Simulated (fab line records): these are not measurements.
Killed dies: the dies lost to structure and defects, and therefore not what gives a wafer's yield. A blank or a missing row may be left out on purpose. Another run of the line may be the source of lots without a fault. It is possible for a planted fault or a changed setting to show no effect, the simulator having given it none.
Which of the tools did it?	flow sky130	14 lots, 42 wafers sampled, at 1 step of a route of 708

== WHAT EACH GAUGE READ, for each wafer ==
SKY_METAL2_THK_MEAS_06: measures by xrf.
lot	measured	on	METAL2_ALCU_THK (nm)
L291	day 33 16:03	filmMetro-01	246.0 248.6 247.2
L295	day 35 10:47	filmMetro-03	245.7 248.0 250.4
L294	day 35 12:40	filmMetro-03	243.1 242.8 240.1
L296	day 35 13:37	filmMetro-01	242.8 241.9 243.0
L297	day 35 21:33	filmMetro-01	244.8 240.2 240.9
L298	day 36 17:37	filmMetro-04	249.6 247.0 247.2
L301	day 37 02:11	filmMetro-01	244.4 245.6 244.2
L303	day 37 15:25	filmMetro-03	243.2 242.7 246.3
L305	day 38 13:32	filmMetro-03	249.7 250.1 249.7
L306	day 38 20:31	filmMetro-04	248.9 247.2 251.3
L307	day 39 03:17	filmMetro-03	244.3 245.5 242.8
L308	day 39 11:54	filmMetro-04	246.5 244.9 245.6
L309	day 39 13:05	filmMetro-01	245.4 244.0 245.3
L314	day 42 00:11	filmMetro-03	241.2 243.8 248.0

== EACH LOT AND THE TOOL THAT RAN IT (in order: tool; ch and the chambers of the sampled wafers; start) ==
The record shows no process step preceding these readings.

== AS READ BY THE TOOLS THEMSELVES (means over the sampled wafers that have a number; for cases with no such wafer, the mark the record gives instead) ==
The record holds no such reading with a usual standard deviation.

== THE ANSWER, worked out from the rows above alone ==
Rule: what is usual is taken from the lots themselves. Put in order of their means at a reading, lots are off if they are a third of the lots or fewer, leave a main group of 4 or more, and stand apart from it by a gap of 3 or more times the standard deviation of the main group's means; of several such gaps the widest counts. Not used: any main group whose means are identical at the precision the tables above print for the reading. A lot without any number at a reading at which 4 lots or more have one is off too. The other lots that the step has rows for count as sound. The gauges are gone through in route order, then the tools' own readings, and for those a lot's mean is taken as printed above. The first step at which some lot is off is used, and at that step the reading that is off furthest; a lot without a number counts as furthest.
None of the lots is off at any reading shown; this tells nothing.

== WHAT THE SIMULATOR PUT IN ==
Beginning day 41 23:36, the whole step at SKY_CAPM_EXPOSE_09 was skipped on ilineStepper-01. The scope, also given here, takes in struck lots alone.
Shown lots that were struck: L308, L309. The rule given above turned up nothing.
